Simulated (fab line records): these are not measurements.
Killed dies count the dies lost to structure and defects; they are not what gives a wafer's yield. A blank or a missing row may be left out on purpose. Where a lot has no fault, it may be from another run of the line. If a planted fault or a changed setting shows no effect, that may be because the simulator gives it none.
A lot that was struck, set against a sound lot || flow sky130 || 15 steps out of a route of 708
Sound: these wafers, L695.1, L695.3, L695.4. Struck: wafers L707.4, L707.5 (left out: L707.1, a lot-mate that was not struck); the cause follows at the end.
Per side, at each step with rows, come the tool, then ch with its chambers, and then its first start. Under that, the readings that differ: sound wafers || struck wafers || difference of the means || sigmas: that difference in standard deviations of wafers without a fault.
alike: a reading whose means differ by less than 2 such deviations, as well as words and numbers matching on both sides. not compared: withheld readings; readings where some wafer has no value; bounds like >300 that might hide an equal value; numbers whose values overlap and for which the record gives no deviation.
The two part at a step that has a row with sigmas, a row that says differs or no value, or rows on one side only. When numbers do not overlap yet have no deviation, they are printed without sigmas and do not part them. Lack of a reading on every wafer of one side parts them only where that side has two or more wafers.

SKY_RES_XHIGH_TW_MEAS_09:
  sound on film-metro-01, day 29 09:19; struck on film-metro-02, day 33 09:10
  alike: RES_XHIGH_TW
then, 7 steps without rows for these wafers: SKY_SD_N_DEHYDRATE_00 (time 60 s); SKY_SD_N_HMDS_01 (prime time 60 s); SKY_SD_N_COAT_02 (resist thk 1140 nm); SKY_SD_N_SOFTBAKE_03 (time 60 s); SKY_SD_N_EXPOSE_04 (exposes mask NSDM, target cd 380 nm); SKY_SD_N_PEB_05; SKY_SD_N_DEVELOP_06 (develop time 60.87 s).
SKY_SD_N_CD_MEAS_07 targets a cd of 380 nm.
  sound on cd-sem-01, day 30 14:31; struck on cd-sem-01, day 34 12:07
{"reading": "cd-nm (nm)", "sound": "385 383 384", "struck": "370 372", "difference": -13, "sigmas": -4}
SKY_SD_N_OVL_MEAS_08:
  sound on overlay-01, day 30 14:38; struck on overlay-01, day 34 12:14
  alike: SD_N_OVL
then, 2 steps without rows for these wafers: SKY_SD_N_IMPLANT_09; SKY_SD_N_IMPLANT_10.
SKY_SD_N_STRIP_11: strips in O2/N2.
  sound on plasma-asher-03 ch 0,1, day 30 14:58; struck on plasma-asher-02 ch 0, day 34 12:34
{"reading": "o2-flow-sccm (sccm)", "sound": "3003 2998 3003", "struck": "3594 3594", "difference": "+593", "sigmas": "+71"}
{"reading": "strip-time-to-endpoint-s (s)", "sound": "22.23 22.22 22.28", "struck": "22.16 22.09", "difference": -0.12, "sigmas": -3}
  alike: drypump-motor-current-A, oes-product-au
  not compared: rf-hours-counter-h
SKY_SD_N_TW_MEAS_12:
  sound on film-metro-02, day 30 15:04; struck on film-metro-01, day 34 12:40
{"reading": "SD_N_TW", "sound": "4059 4056 4064", "struck": "3933 3946", "difference": -120, "sigmas": -2}
-- the record jumps here: 16 days lie between the struck wafers' starts before and after (it left off in module SD_N and takes up again in module PAD_OPEN, whose first step shown is number 708 of the route) --
SKY_PAD_OPEN_PROBE_99:
  only the struck wafers here have rows in the record (prober-02, day 50 22:16); the sound ones have none

## WHERE THEY PART
Last at SKY_PAD_OPEN_PROBE_99 as far as this record goes, first at SKY_SD_N_CD_MEAS_07.

WHY: what the simulator had put in
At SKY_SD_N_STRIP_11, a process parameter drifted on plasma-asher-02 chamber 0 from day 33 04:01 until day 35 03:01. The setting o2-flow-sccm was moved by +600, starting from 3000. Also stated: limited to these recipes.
